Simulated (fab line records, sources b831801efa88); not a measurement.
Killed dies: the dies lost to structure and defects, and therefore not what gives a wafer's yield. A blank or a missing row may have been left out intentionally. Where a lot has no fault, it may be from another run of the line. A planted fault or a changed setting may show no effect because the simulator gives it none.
The same fault as seen by 2 desks -- flow sky130 -- only its own numbers are on each desk; what lay behind them is given at the end

FOR THE TOOL OWNER'S DESK: implanter-01
The tool's own readings at SKY_LDD_N_IMPLANT_12, given as means over the sampled wafers that have a number, one for each lot that went through this tool. Any lot whose mean is over 4 standard deviations away from the usual mean is out of limits and marked OUT; that distance is given in the brackets.
Columns: A = beam-on-s at SKY_LDD_N_IMPLANT_12, usual 10.00 s; B = faraday-current-uA at SKY_LDD_N_IMPLANT_12, usual 28.2
lot,first seen here,A,B
L591,day 18 10:51,10.11,27.9
L598,day 21 06:22,11.87 (+10) OUT,24.4 (-7.5) OUT
L599,day 21 17:12,11.95 (+11) OUT,24.3 (-7.6) OUT
L601,day 22 10:03,11.75 (+9.7) OUT,24.7 (-6.9) OUT
This desk finds L598, L599, L601 out of limits, L598 being first, at day 21 06:22 (beam-on-s at SKY_LDD_N_IMPLANT_12). Within limits: L591.

THE METROLOGY DESK
What the gauges read, lot by lot, whatever tool the lot ran on: means of the sampled wafers that have a number. Any lot whose mean is over 4 standard deviations away from the usual mean is out of limits and marked OUT; that distance is given in the brackets. 7 of its 8 readings are shown, namely those furthest out on some lot.
Columns: A = LDD_N_OVL at SKY_LDD_N_OVL_MEAS_07, usual -0.7 nm; B = LDD_N_TW at SKY_LDD_N_TW_MEAS_17, usual 2593; C = cd-nm at SKY_LDD_P_CD_MEAS_07, usual 380.6 nm; D = LDD_P_OVL at SKY_LDD_P_OVL_MEAS_08, usual 0.2 nm; E = LDD_P_TW at SKY_LDD_P_TW_MEAS_11, usual 639; F = LDD_HVN_OVL at SKY_LDD_HVN_OVL_MEAS_07, usual -0.4 nm; G = LDD_HVN_TW at SKY_LDD_HVN_TW_MEAS_10, usual 1442
lot,first seen here,A,B,C,D,E,F,G
L591,day 18 10:12,-0.1,2624,378.5,0.4,640,0.4,1429
L598,day 21 05:42,2.3,2591,381.8,-1.9,635,-0.1,1439
L599,day 21 16:33,-0.7,2614,379.6,0.1,644,-0.8,1446
L601,day 22 09:24,-0.1,2588,387.1,0.1,636,0.8,1448
L604,day 23 00:27,-0.4,2584,377.4,-0.1,637,-0.1,1434
L606,day 23 15:29,1.6,2582,379.9,2.6,635,-0.5,1453
L607,day 24 07:21,-0.7,2618,378.9,-0.5,638,0.3,1453
This desk's verdict: no lot among the 7 shows anything out of limits.

ALL TOGETHER
The tool owner's desk had the chance to raise an alarm at day 21 06:22 on L598, L599, L601.
At the metrology desk, nothing out of limits was observed.
The metrology desk has L598, L599, L601 on record, within its limits.
On implanter-01, each named lot ran SKY_LDD_N_IMPLANT_12.

WHAT THE SIMULATOR HAD INSERTED
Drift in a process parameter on implanter-01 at SKY_LDD_N_IMPLANT_12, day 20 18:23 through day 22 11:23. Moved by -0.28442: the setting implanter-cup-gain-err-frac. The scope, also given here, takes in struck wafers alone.
Lots struck among those shown: L598, L599, L601.
Delay in hours, fault start to first out-of-limits reading, by desk: the tool owner's desk at 12.
